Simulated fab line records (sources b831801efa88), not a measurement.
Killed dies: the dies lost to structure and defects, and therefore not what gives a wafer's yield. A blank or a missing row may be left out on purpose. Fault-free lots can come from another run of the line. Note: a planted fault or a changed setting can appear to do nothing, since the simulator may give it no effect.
fab line records :: flow sfq_line
[record]
  lots = 14
  wafers = 42
  last_day = 92
route steps=325 shown L0V@25
lots that met no fault: from a run of the same line without faults
start_h: start of the lot's first displayed wafer, in hours after the record's first day :: wait_h: hours since the lot's step before :: " same as the row above :: L1.1+2: one row covering several wafers at once :: - value missing, or start not given :: * or withheld: withheld :: < > ~ a bound
route shown NAME@n: NAME is a module with steps in the file, n the number in the route of the first one :: usual: mean/standard deviation taken from wafers without a fault :: same: alike in all rows :: chamber/n: place in a boat :: sites: per-site readings :: _std_site: standard deviation of those values :: _edge_site: mean of outer sites minus mean of inner sites :: radius_mm: for every site, how far away it sits from the centre of the wafer :: mask NAME#n: copy n :: behind: tool/chamber where the wafer was last shaped :: hold: what put the lot on hold/how long, in hours/how the hold closed :: device: names the non-switching transistor (n, p or np) :: end of line: the route-end tests of the same wafers :: a step given without rows: its recipe and nothing more :: killed: count of dies lost to structure and defects at first sort (not the wafer's yield) :: map: per-die view of a wafer (x killed, . not killed, _ where there is no die)
set.NAME: the setting the step ran with; set.NAME@STEP: the setting that earlier step ran with :: model.NAME: the simulator's own value behind a step, which no gauge read
route steps across a sampled set of lots; one table per step, one row per wafer
services: a tool's chamber out of use, with start hour (start_h, from the record's first day; less than 0 if before it), hours out, and reason
[[steps]]
[step SFQ_TRILAYER_L0_VIA_ETCH_VIA_ETCH_016]
[recipe]
  target = SiO2
  stop_on = MoNx_KI
  mask_material = PR
  chemistry = CHF3
  target_depth_nm = 80
  source_w = 500
  bias_w = 80
  pressure_mtorr = 30
  time_s = withheld
[usual]
  bias_w = 79.97/0.24
  chamber_pressure_mTorr = 29.999/0.029
  drypump_motor_current_A = 5.6/0.46
  oes_product_au = 0.842/0.0092
lot.wafer: L345.4
tool: rie_diel-02
chamber: 0
start_h: 156.55
wait_h: 0.0
bias_w: 79.66
chamber_pressure_mTorr: 29.925
drypump_motor_current_A: 5.8
oes_product_au: 0.838

lot.wafer: L345.5
tool: rie_diel-02
chamber: 3
start_h: 156.55
wait_h: 0.0
bias_w: 80.36
chamber_pressure_mTorr: 30.002
drypump_motor_current_A: 6.2
oes_product_au: 0.843

lot.wafer: L345.6
tool: rie_diel-02
chamber: 0
start_h: 156.55
wait_h: 0.0
bias_w: 79.91
chamber_pressure_mTorr: 29.965
drypump_motor_current_A: 5.8
oes_product_au: 0.855

lot.wafer: L346.1
tool: rie_diel-01
chamber: 3
start_h: 166.15
wait_h: 0.0
bias_w: 80.15
chamber_pressure_mTorr: 30.024
drypump_motor_current_A: 4.8
oes_product_au: 0.844

lot.wafer: L346.2
tool: rie_diel-01
chamber: 0
start_h: 166.15
wait_h: 0.0
bias_w: 79.96
chamber_pressure_mTorr: 30.030
drypump_motor_current_A: 5.9
oes_product_au: 0.837

lot.wafer: L346.5
tool: rie_diel-01
chamber: 1
start_h: 166.15
wait_h: 0.0
bias_w: 79.84
chamber_pressure_mTorr: 29.998
drypump_motor_current_A: 6.1
oes_product_au: 0.851

lot.wafer: L347.1
tool: rie_diel-01
chamber: 3
start_h: 180.55
wait_h: 0.0
bias_w: 80.10
chamber_pressure_mTorr: 29.967
drypump_motor_current_A: 4.9
oes_product_au: 0.836

lot.wafer: L347.3
tool: rie_diel-01
chamber: 1
start_h: 180.55
wait_h: 0.0
bias_w: 80.11
chamber_pressure_mTorr: 29.993
drypump_motor_current_A: 6.0
oes_product_au: 0.824

lot.wafer: L347.4
tool: rie_diel-01
chamber: 2
start_h: 180.55
wait_h: 0.0
bias_w: 79.97
chamber_pressure_mTorr: 29.998
drypump_motor_current_A: 5.7
oes_product_au: 0.826

lot.wafer: L348.1
tool: rie_diel-02
chamber: 1
start_h: 186.55
wait_h: 0.0
bias_w: 80.10
chamber_pressure_mTorr: 29.974
drypump_motor_current_A: 5.3
oes_product_au: 0.829

lot.wafer: L348.2
tool: rie_diel-02
chamber: 3
start_h: 186.55
wait_h: 0.0
bias_w: 80.39
chamber_pressure_mTorr: 30.001
drypump_motor_current_A: 6.2
oes_product_au: 0.840

lot.wafer: L348.5
tool: rie_diel-02
chamber: 0
start_h: 186.55
wait_h: 0.0
bias_w: 80.17
chamber_pressure_mTorr: 29.980
drypump_motor_current_A: 5.8
oes_product_au: 0.844

lot.wafer: L349.1
tool: rie_diel-02
chamber: 3
start_h: 196.25
wait_h: 0.0
bias_w: 79.45
chamber_pressure_mTorr: 29.991
drypump_motor_current_A: 6.2
oes_product_au: 0.834

lot.wafer: L349.4
tool: rie_diel-02
chamber: 2
start_h: 196.25
wait_h: 0.0
bias_w: 79.91
chamber_pressure_mTorr: 29.991
drypump_motor_current_A: 6.0
oes_product_au: 0.841

lot.wafer: L349.5
tool: rie_diel-02
chamber: 1
start_h: 196.25
wait_h: 0.0
bias_w: 80.11
chamber_pressure_mTorr: 30.001
drypump_motor_current_A: 5.3
oes_product_au: 0.845

lot.wafer: L350.2
tool: rie_diel-01
chamber: 1
start_h: 198.87
wait_h: 0.0
bias_w: 79.91
chamber_pressure_mTorr: 29.977
drypump_motor_current_A: 6.0
oes_product_au: 0.848

lot.wafer: L350.4
tool: rie_diel-01
chamber: 0
start_h: 198.87
wait_h: 0.0
bias_w: 79.68
chamber_pressure_mTorr: 29.958
drypump_motor_current_A: 5.9
oes_product_au: 0.848

lot.wafer: L350.5
tool: rie_diel-01
chamber: 1
start_h: 198.87
wait_h: 0.0
bias_w: 79.65
chamber_pressure_mTorr: 29.986
drypump_motor_current_A: 6.0
oes_product_au: 0.860

lot.wafer: L353.2
tool: rie_diel-02
chamber: 2
start_h: 228.65
wait_h: 0.0
bias_w: 79.84
chamber_pressure_mTorr: 29.993
drypump_motor_current_A: 6.0
oes_product_au: 0.845

lot.wafer: L353.4
tool: rie_diel-02
chamber: 2
start_h: 228.65
wait_h: 0.0
bias_w: 80.08
chamber_pressure_mTorr: 30.006
drypump_motor_current_A: 6.0
oes_product_au: 0.856

lot.wafer: L353.5
tool: rie_diel-02
chamber: 0
start_h: 228.65
wait_h: 0.0
bias_w: 80.28
chamber_pressure_mTorr: 29.965
drypump_motor_current_A: 5.8
oes_product_au: 0.845

lot.wafer: L354.4
tool: rie_diel-03
chamber: 1
start_h: 233.17
wait_h: 0.0
bias_w: 80.13
chamber_pressure_mTorr: 29.968
drypump_motor_current_A: 4.8
oes_product_au: 0.855

lot.wafer: L354.5
tool: rie_diel-03
chamber: 0
start_h: 233.17
wait_h: 0.0
bias_w: 80.17
chamber_pressure_mTorr: 30.034
drypump_motor_current_A: 5.3
oes_product_au: 0.839

lot.wafer: L354.6
tool: rie_diel-03
chamber: 3
start_h: 233.17
wait_h: 0.0
bias_w: 79.82
chamber_pressure_mTorr: 29.996
drypump_motor_current_A: 5.5
oes_product_au: 0.852

lot.wafer: L355.2
tool: rie_diel-01
chamber: 3
start_h: 243.94
wait_h: 0.0
bias_w: 80.31
chamber_pressure_mTorr: 29.984
drypump_motor_current_A: 4.8
oes_product_au: 0.836

lot.wafer: L355.3
tool: rie_diel-01
chamber: 2
start_h: 243.94
wait_h: 0.0
bias_w: 79.79
chamber_pressure_mTorr: 30.037
drypump_motor_current_A: 5.7
oes_product_au: 0.842

lot.wafer: L355.5
tool: rie_diel-01
chamber: 3
start_h: 243.94
wait_h: 0.0
bias_w: 80.02
chamber_pressure_mTorr: 30.000
drypump_motor_current_A: 4.8
oes_product_au: 0.842

lot.wafer: L357.1
tool: rie_diel-03
chamber: 0
start_h: 259.54
wait_h: 0.0
bias_w: -
chamber_pressure_mTorr: -
drypump_motor_current_A: -
oes_product_au: -

lot.wafer: L357.3
tool: rie_diel-03
chamber: 2
start_h: 259.54
wait_h: 0.0
bias_w: -
chamber_pressure_mTorr: -
drypump_motor_current_A: -
oes_product_au: -

lot.wafer: L357.6
tool: rie_diel-03
chamber: 3
start_h: 259.54
wait_h: 0.0
bias_w: -
chamber_pressure_mTorr: -
drypump_motor_current_A: -
oes_product_au: -

lot.wafer: L358.3
tool: rie_diel-02
chamber: 2
start_h: 265.54
wait_h: 0.0
bias_w: -
chamber_pressure_mTorr: -
drypump_motor_current_A: -
oes_product_au: -

lot.wafer: L358.4
tool: rie_diel-02
chamber: 0
start_h: 265.54
wait_h: 0.0
bias_w: -
chamber_pressure_mTorr: -
drypump_motor_current_A: -
oes_product_au: -

lot.wafer: L358.6
tool: rie_diel-02
chamber: 0
start_h: 265.54
wait_h: 0.0
bias_w: -
chamber_pressure_mTorr: -
drypump_motor_current_A: -
oes_product_au: -

lot.wafer: L362.1
tool: rie_diel-03
chamber: 0
start_h: 295.32
wait_h: 0.0
bias_w: 79.66
chamber_pressure_mTorr: 29.957
drypump_motor_current_A: 5.3
oes_product_au: 0.835

lot.wafer: L362.2
tool: rie_diel-03
chamber: 3
start_h: 295.32
wait_h: 0.0
bias_w: 79.92
chamber_pressure_mTorr: 30.008
drypump_motor_current_A: 5.5
oes_product_au: 0.835

lot.wafer: L362.5
tool: rie_diel-03
chamber: 0
start_h: 295.32
wait_h: 0.0
bias_w: 79.78
chamber_pressure_mTorr: 30.008
drypump_motor_current_A: 5.3
oes_product_au: 0.852

lot.wafer: L367.1
tool: rie_diel-03
chamber: 3
start_h: 332.26
wait_h: 0.0
bias_w: 79.97
chamber_pressure_mTorr: 29.967
drypump_motor_current_A: 5.5
oes_product_au: 0.823

lot.wafer: L367.2
tool: rie_diel-03
chamber: 1
start_h: 332.26
wait_h: 0.0
bias_w: 80.42
chamber_pressure_mTorr: 30.034
drypump_motor_current_A: 4.8
oes_product_au: 0.830

lot.wafer: L367.6
tool: rie_diel-03
chamber: 0
start_h: 332.26
wait_h: 0.0
bias_w: 79.62
chamber_pressure_mTorr: 29.951
drypump_motor_current_A: 5.3
oes_product_au: 0.840

lot.wafer: L368.1
tool: rie_diel-03
chamber: 0
start_h: 339.46
wait_h: 0.0
bias_w: 80.05
chamber_pressure_mTorr: 29.954
drypump_motor_current_A: 5.3
oes_product_au: 0.850

lot.wafer: L368.2
tool: rie_diel-03
chamber: 1
start_h: 339.46
wait_h: 0.0
bias_w: 79.76
chamber_pressure_mTorr: 30.012
drypump_motor_current_A: 4.8
oes_product_au: 0.843

lot.wafer: L368.6
tool: rie_diel-03
chamber: 1
start_h: 339.46
wait_h: 0.0
bias_w: 79.92
chamber_pressure_mTorr: 30.004
drypump_motor_current_A: 4.8
oes_product_au: 0.840
[[services]]
tool: rie_diel-03
chamber: 0
start_h: 139.53
hours: 2.8
kind: repair

tool: rie_diel-03
chamber: 0
start_h: 179.47
hours: 6.9
kind: repair

tool: rie_diel-01
chamber: 2
start_h: 181.48
hours: 12.9
kind: repair

tool: rie_diel-03
chamber: 2
start_h: 197.24
hours: 8.3
kind: repair

tool: rie_diel-02
chamber: 1
start_h: 220.18
hours: 11.1
kind: repair

tool: rie_diel-03
chamber: 2
start_h: 224.84
hours: 14.9
kind: repair

tool: rie_diel-03
chamber: 0
start_h: 252.73
hours: 3.6
kind: repair

tool: rie_diel-02
chamber: 1
start_h: 308.51
hours: 4.9
kind: repair

tool: rie_diel-01
chamber: 3
start_h: 332.59
hours: 1.9
kind: repair
[[key]]
[first_sign]
  step = SFQ_TRILAYER_L0_VIA_ETCH_VIA_ETCH_016
  reading = tool_record
  direction = missing
effect none on later readings
met_at SFQ_TRILAYER_L0_VIA_ETCH_VIA_ETCH_016
struck_lots L357,L358
onset_between 233.17 259.54
[fault]
  kind = skipped_step_whole
  tool = rie_diel-02,rie_diel-03
  chamber = -
  onset_h = 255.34
  steps = SFQ_TRILAYER_L0_VIA_ETCH_VIA_ETCH_016
  scope = struck_lots_only
